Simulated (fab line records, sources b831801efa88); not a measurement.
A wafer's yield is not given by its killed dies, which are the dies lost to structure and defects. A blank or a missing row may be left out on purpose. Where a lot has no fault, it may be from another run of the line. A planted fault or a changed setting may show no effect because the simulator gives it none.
fab line records ; flow sky130
record: lots: 7; wafers: 21; lastDay: 50
route steps=708 shown METAL4@602 CAP2M@603
lots that met no fault: taken from a fault-free run of the same line
startH: hours from the record's first day to the start of the lot's first wafer shown ; waitH: hours elapsed since this lot's preceding step ; " repeats the value in the row above ; L1.1+2: several wafers, shown together as one row ; - no value, or no start was given ; * or withheld: withheld ; < > ~ a bound
route shown NAME@n: names a module that has steps shown in the file, with the first one's number in the route ; usual: the fault-free wafers' mean and standard deviation ; same: alike in all rows ; chamber/n: place in a boat ; sites: each site's reading ; _std_site: the standard deviation of these ; _edge_site: inner sites' mean taken away from outer sites' mean ; radiusMm: for every site, how far away it sits from the centre of the wafer ; mask NAME#n: copy n ; behind: tool/chamber where the wafer was last shaped ; hold: why the lot went on hold/how many hours it stayed there/how the hold came to an end ; device: transistor that didn't switch, given as n, p or np ; end of line: tests of these same wafers at the route's end ; step lacking rows: just its recipe ; killed: the dies lost at the first sort to structure and to defects; this is not the yield of the wafer ; map: dies across one wafer; x = killed, . = not, _ = none there
set.NAME: the run value of the setting; set.NAME@STEP: its run value at that earlier step ; model.NAME: the simulator's own value behind a step, which no gauge read
a table for each step, a row for each wafer; lots at some steps of the route
services: when a tool's chamber went out of use (startH, in hours from the record's first day, below 0 if earlier), for how many hours, and the reason
== steps ==
step: SKY_METAL4_SPUTTER_04
recipe: material: TiN; targetThkNm: 70; powerW: 6500; timeS: 58.3; chamberPressurePa: 0.4
usual: cathodeDcPowerW: 6500.2/1.3; throttleValvePct: 29.4/0.93
lot.wafer;tool;chamber;startH;waitH;cathodeDcPowerW;throttleValvePct
L906.1;pvdSputter-02;-;989.19;0.0;6498.7;27.5
L906.2;pvdSputter-02;-;989.19;0.0;6500.3;29.5
L906.3;pvdSputter-02;-;989.19;0.0;6497.5;29.6
L908.1;pvdSputter-01;-;993.99;0.0;6500.3;30.6
L908.3;pvdSputter-01;-;993.99;0.0;6499.2;29.8
L908.4;pvdSputter-01;-;993.99;0.0;6499.0;30.2
L909.1;pvdSputter-01;-;1008.51;0.0;6501.1;30.4
L909.2;pvdSputter-01;-;1008.51;0.0;6499.4;31.6
L909.6;pvdSputter-01;-;1008.51;0.0;6499.4;30.3
L910.2;pvdSputter-04;-;1010.49;0.0;6500.3;29.2
L910.5;pvdSputter-04;-;1010.49;0.0;6499.8;29.5
L910.6;pvdSputter-04;-;1010.49;0.0;6498.9;28.7
L912.3;pvdSputter-04;-;1027.20;0.0;6500.4;29.1
L912.4;pvdSputter-04;-;1027.20;0.0;6498.7;29.1
L912.6;pvdSputter-04;-;1027.20;0.0;6500.1;29.2
L917.1;pvdSputter-04;-;1054.05;0.0;6500.5;29.6
L917.2;pvdSputter-04;-;1054.05;0.0;6500.5;29.2
L917.5;pvdSputter-04;-;1054.05;0.0;6502.5;28.9
L922.2;pvdSputter-01;-;1080.59;0.0;6500.4;30.8
L922.4;pvdSputter-01;-;1080.59;0.0;6498.7;30.1
L922.5;pvdSputter-01;-;1080.59;0.0;6500.5;30.3
step: SKY_CAP2M_CVD_00
recipe: material: SiO2; targetThkNm: 15.5; tempC: 400; timeS: withheld; rfW: 450
usual: heaterPowerW: 735/110
lot.wafer;tool;chamber;startH;waitH;heaterPowerW
L906.1;pecvd-04;0;989.24;0.0;719
L906.2;pecvd-04;1;989.24;0.0;799
L906.3;pecvd-04;0;989.24;0.0;697
L908.1;pecvd-03;0;994.04;0.0;556
L908.3;pecvd-03;1;994.04;0.0;967
L908.4;pecvd-03;2;994.04;0.0;906
L909.1;pecvd-03;1;1008.56;0.0;951
L909.2;pecvd-03;2;1008.56;0.0;883
L909.6;pecvd-03;2;1008.56;0.0;921
L910.2;pecvd-04;2;1010.54;0.0;580
L910.5;pecvd-04;1;1010.54;0.0;727
L910.6;pecvd-04;2;1010.54;0.0;595
L912.3;pecvd-04;2;1027.25;0.0;635
L912.4;pecvd-04;2;1027.25;0.0;642
L912.6;pecvd-04;1;1027.25;0.0;744
L917.1;pecvd-04;0;1054.10;0.0;766
L917.2;pecvd-04;1;1054.10;0.0;694
L917.5;pecvd-04;2;1054.10;0.0;635
L922.2;pecvd-03;0;1080.64;0.0;637
L922.4;pecvd-03;1;1080.64;0.0;824
L922.5;pecvd-03;2;1080.64;0.0;844
step: SKY_CAP2M_THK_MEAS_01
recipe: reads: SiO2_of_CAP2M_CVD_00
usual: CAP2M_CVD_00_THK: 15.52/0.26
lot.wafer;tool;chamber;startH;waitH;CAP2M_CVD_00_THK[nm]
L906.1;filmMetro-03;-;989.27;-;15.57
L906.2;filmMetro-03;-;989.27;-;15.64
L906.3;filmMetro-03;-;989.27;-;15.86
L908.1;filmMetro-04;-;994.06;-;15.23
L908.3;filmMetro-04;-;994.06;-;15.08
L908.4;filmMetro-04;-;994.06;-;15.71
L909.1;filmMetro-03;-;1008.58;-;15.16
L909.2;filmMetro-03;-;1008.58;-;15.67
L909.6;filmMetro-03;-;1008.58;-;15.94
L910.2;filmMetro-03;-;1010.57;-;15.15
L910.5;filmMetro-03;-;1010.57;-;15.59
L910.6;filmMetro-03;-;1010.57;-;15.72
L912.3;filmMetro-03;-;1027.29;-;15.05
L912.4;filmMetro-03;-;1027.29;-;15.20
L912.6;filmMetro-03;-;1027.29;-;15.56
L917.1;filmMetro-03;-;1054.12;-;15.56
L917.2;filmMetro-03;-;1054.12;-;15.26
L917.5;filmMetro-03;-;1054.12;-;15.22
L922.2;filmMetro-02;-;1080.67;-;15.58
L922.4;filmMetro-02;-;1080.67;-;15.33
L922.5;filmMetro-02;-;1080.67;-;15.80
step: SKY_CAP2M_SPUTTER_02
recipe: material: TiN; targetThkNm: 200; tempC: 300; powerW: 6500; timeS: 166.7; chamberPressurePa: 0.4
usual: cathodeDcPowerW: 6499.9/1.2; throttleValvePct: 29.6/0.98
lot.wafer;tool;chamber;startH;waitH;cathodeDcPowerW;throttleValvePct
L906.1;pvdSputter-03;-;989.33;0.1;6500.0;29.4
L906.2;pvdSputter-03;-;989.33;0.1;6500.4;31.4
L906.3;pvdSputter-03;-;989.33;0.1;6499.0;30.3
L908.1;pvdSputter-02;-;994.12;0.1;6501.0;29.8
L908.3;pvdSputter-02;-;994.12;0.1;6499.9;29.5
L908.4;pvdSputter-02;-;994.12;0.1;6500.4;29.9
L909.1;pvdSputter-04;-;1008.64;0.1;6500.5;28.7
L909.2;pvdSputter-04;-;1008.64;0.1;6498.8;29.2
L909.6;pvdSputter-04;-;1008.64;0.1;6500.1;29.0
L910.2;pvdSputter-03;-;1010.62;0.0;6499.7;28.9
L910.5;pvdSputter-03;-;1010.62;0.0;6500.4;28.6
L910.6;pvdSputter-03;-;1010.62;0.0;6498.7;30.4
L912.3;pvdSputter-02;-;1027.33;0.0;6498.6;29.4
L912.4;pvdSputter-02;-;1027.33;0.0;6501.1;29.7
L912.6;pvdSputter-02;-;1027.33;0.0;6500.3;29.4
L917.1;pvdSputter-03;-;1054.18;0.1;6501.3;31.2
L917.2;pvdSputter-03;-;1054.18;0.1;6500.8;29.0
L917.5;pvdSputter-03;-;1054.18;0.1;6500.6;30.2
L922.2;pvdSputter-03;-;1080.72;0.0;6501.6;31.4
L922.4;pvdSputter-03;-;1080.72;0.0;6500.8;29.7
L922.5;pvdSputter-03;-;1080.72;0.0;6499.2;30.4
step: SKY_CAP2M_RS_MEAS_03
recipe: thkMeasGauge: four-point-probe; reads: TiN_of_CAP2M_SPUTTER_02
usual: CAP2M_TIN_RS: 6.92/0.076
lot.wafer;tool;chamber;startH;waitH;CAP2M_TIN_RS[ohm/sq]
L906.1;filmMetro-02;-;989.44;0.1;6.93
L906.2;filmMetro-02;-;989.44;0.1;7.04
L906.3;filmMetro-02;-;989.44;0.1;6.98
L908.1;filmMetro-03;-;994.23;0.1;6.93
L908.3;filmMetro-03;-;994.23;0.1;6.99
L908.4;filmMetro-03;-;994.23;0.1;6.98
L909.1;filmMetro-02;-;1008.75;0.1;6.93
L909.2;filmMetro-02;-;1008.75;0.1;6.89
L909.6;filmMetro-02;-;1008.75;0.1;6.93
L910.2;filmMetro-04;-;1010.75;0.1;6.88
L910.5;filmMetro-04;-;1010.75;0.1;6.84
L910.6;filmMetro-04;-;1010.75;0.1;6.80
L912.3;filmMetro-03;-;1027.48;0.1;6.77
L912.4;filmMetro-03;-;1027.48;0.1;6.81
L912.6;filmMetro-03;-;1027.48;0.1;6.87
L917.1;filmMetro-04;-;1054.29;0.1;6.83
L917.2;filmMetro-04;-;1054.29;0.1;6.80
L917.5;filmMetro-04;-;1054.29;0.1;6.84
L922.2;filmMetro-02;-;1080.85;0.1;7.02
L922.4;filmMetro-02;-;1080.85;0.1;6.91
L922.5;filmMetro-02;-;1080.85;0.1;6.98
step: SKY_CAP2M_THK_MEAS_04
recipe: thkMeasGauge: xrf; reads: TiN_of_CAP2M_SPUTTER_02
usual: CAP2M_TIN_THK: 197.9/2.2
lot.wafer;tool;chamber;startH;waitH;CAP2M_TIN_THK[nm]
L906.1;filmMetro-02;-;989.56;0.1;198.2
L906.2;filmMetro-02;-;989.56;0.1;195.4
L906.3;filmMetro-02;-;989.56;0.1;198.5
L908.1;filmMetro-03;-;994.35;0.1;197.5
L908.3;filmMetro-03;-;994.35;0.1;195.5
L908.4;filmMetro-03;-;994.35;0.1;194.9
L909.1;filmMetro-02;-;1008.87;0.1;198.9
L909.2;filmMetro-02;-;1008.87;0.1;200.6
L909.6;filmMetro-02;-;1008.87;0.1;198.9
L910.2;filmMetro-04;-;1010.86;0.1;197.3
L910.5;filmMetro-04;-;1010.86;0.1;198.3
L910.6;filmMetro-04;-;1010.86;0.1;199.5
L912.3;filmMetro-03;-;1027.58;0.1;201.6
L912.4;filmMetro-03;-;1027.58;0.1;199.7
L912.6;filmMetro-03;-;1027.58;0.1;198.5
L917.1;filmMetro-04;-;1054.41;0.1;200.0
L917.2;filmMetro-04;-;1054.41;0.1;201.1
L917.5;filmMetro-04;-;1054.41;0.1;199.1
L922.2;filmMetro-02;-;1080.96;0.1;196.6
L922.4;filmMetro-02;-;1080.96;0.1;199.1
L922.5;filmMetro-02;-;1080.96;0.1;196.8
step: SKY_CAP2M_DEHYDRATE_05
recipe: tempC: 200; timeS: 60
step: SKY_CAP2M_HMDS_06
recipe: primeTimeS: 60; primeTempC: 120
step: SKY_CAP2M_COAT_07
recipe: resist: NOVOLAK; spinRpm: 3000; resistThkNm: 1140
step: SKY_CAP2M_SOFTBAKE_08
recipe: tempC: 90; timeS: 60; resist: NOVOLAK
step: SKY_CAP2M_EXPOSE_09
recipe: maskId: CAP2M; na: 0.6; sourceShape: conventional; sigmaOuter: 0.6; polarization: unpolarized; targetCdNm: 1000; doseMj: 159
step: SKY_CAP2M_PEB_10
recipe: tempC: withheld; timeS: *; resist: NOVOLAK
step: SKY_CAP2M_DEVELOP_11
recipe: resist: NOVOLAK; developer: TMAH; developTimeS: 60; devTempC: 23
usual: chillPlateTempC: 23.00/0.1; developTimeS: 60/0
lot.wafer;tool;chamber;startH;waitH;chillPlateTempC;developTimeS
L906.1;lithoTrack-03;0;1012.55;0.1;23.06;60
L906.2;lithoTrack-03;0;1012.55;0.1;23.14;60
L906.3;lithoTrack-03;0;1012.55;0.1;23.19;60
L908.1;lithoTrack-03;-;1017.35;0.1;-;-
L908.3;lithoTrack-03;-;1017.35;0.1;-;-
L908.4;lithoTrack-03;-;1017.35;0.1;-;-
L909.1;lithoTrack-02;-;1030.47;0.1;-;-
L909.2;lithoTrack-02;-;1030.47;0.1;-;-
L909.6;lithoTrack-02;-;1030.47;0.1;-;-
L910.2;lithoTrack-01;-;1032.71;0.1;-;-
L910.5;lithoTrack-01;-;1032.71;0.1;-;-
L910.6;lithoTrack-01;-;1032.71;0.1;-;-
L912.3;lithoTrack-01;0;1049.29;0.1;23.19;60
L912.4;lithoTrack-01;0;1049.29;0.1;23.15;60
L912.6;lithoTrack-01;0;1049.29;0.1;23.00;60
L917.1;lithoTrack-01;0;1075.29;0.1;22.81;60
L917.2;lithoTrack-01;0;1075.29;0.1;23.04;60
L917.5;lithoTrack-01;0;1075.29;0.1;22.97;60
L922.2;lithoTrack-03;0;1101.58;0.1;22.99;60
L922.4;lithoTrack-03;0;1101.58;0.1;22.97;60
L922.5;lithoTrack-03;0;1101.58;0.1;22.95;60
step: SKY_CAP2M_OVL_MEAS_12
usual: CAP2M_OVL: -1.3/1.4
lot.wafer;tool;chamber;startH;waitH;CAP2M_OVL[nm]
L906.1;overlay-02;-;1012.70;0.1;-1.2
L906.2;overlay-02;-;1012.70;0.1;-1.9
L906.3;overlay-02;-;1012.70;0.1;-0.2
L908.1;overlay-02;-;1017.50;0.1;-
L908.3;overlay-02;-;1017.50;0.1;-
L908.4;overlay-02;-;1017.50;0.1;-
L909.1;overlay-01;-;1030.62;0.1;-
L909.2;overlay-01;-;1030.62;0.1;-
L909.6;overlay-01;-;1030.62;0.1;-
L910.2;overlay-02;-;1032.84;0.1;-
L910.5;overlay-02;-;1032.84;0.1;-
L910.6;overlay-02;-;1032.84;0.1;-
L912.3;overlay-01;-;1049.40;0.1;-2.6
L912.4;overlay-01;-;1049.40;0.1;-0.2
L912.6;overlay-01;-;1049.40;0.1;0.9
L917.1;overlay-02;-;1075.44;0.1;-2.7
L917.2;overlay-02;-;1075.44;0.1;-3.2
L917.5;overlay-02;-;1075.44;0.1;-0.9
L922.2;overlay-01;-;1101.71;0.1;-1.1
L922.4;overlay-01;-;1101.71;0.1;-2.3
L922.5;overlay-01;-;1101.71;0.1;-1.8
== services ==
tool;chamber;startH;hours;kind
pvdSputter-02;-;970.92;0.8;repair
pecvd-04;2;973.78;17.2;repair
pecvd-04;1;989.49;16.5;scheduledDown
pecvd-04;1;1005.99;2.1;scheduledDown
pvdSputter-01;-;1007.24;0.7;repair
pecvd-04;0;1008.12;2.1;scheduledDown
pvdSputter-02;-;1012.24;4.2;repair
pvdSputter-02;-;1036.83;2.9;repair
pecvd-03;2;1040.82;5.5;scheduledDown
pvdSputter-04;-;1046.41;2.3;repair
pecvd-04;-;1068.33;0.3;repair
pvdSputter-02;-;1079.05;4.1;repair
pvdSputter-04;-;1079.33;1.2;repair
pecvd-03;2;1082.08;2.1;scheduledDown
pecvd-04;1;1084.61;6.3;repair
pvdSputter-04;-;1088.94;0.6;repair
pecvd-04;-;1091.05;14.6;pm
== key ==
firstSign: step: SKY_CAP2M_DEVELOP_11; reading: toolRecord; direction: missing
effect none on later readings
metAt SKY_CAP2M_DEVELOP_11
struckWafers L908.1,L908.3,L908.4,L909.1,L909.2,L909.6,L910.2,L910.5,L910.6
laterRowsLeftOut L908.1,L908.3,L908.4,L909.1,L909.2,L909.6,L910.2,L910.5,L910.6
sortLeftOut L908.1,L908.3,L908.4,L909.1,L909.2,L909.6,L910.2,L910.5,L910.6
onsetBetween 1012.55 1017.35
fault: kind: skippedStepWhole; tool: lithoTrack-01,lithoTrack-02,lithoTrack-03; chamber: -; onsetH: 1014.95; steps: SKY_CAP2M_DEVELOP_11; scope: struckLotsOnly
sortLeftOut: the simulated sort isn't trusted on such a fault, so these wafers' sort isn't shown, and their yield isn't known
laterRowsLeftOut: the simulator's readings of these wafers behind a module that went badly wrong aren't trusted and aren't shown, but for the sort
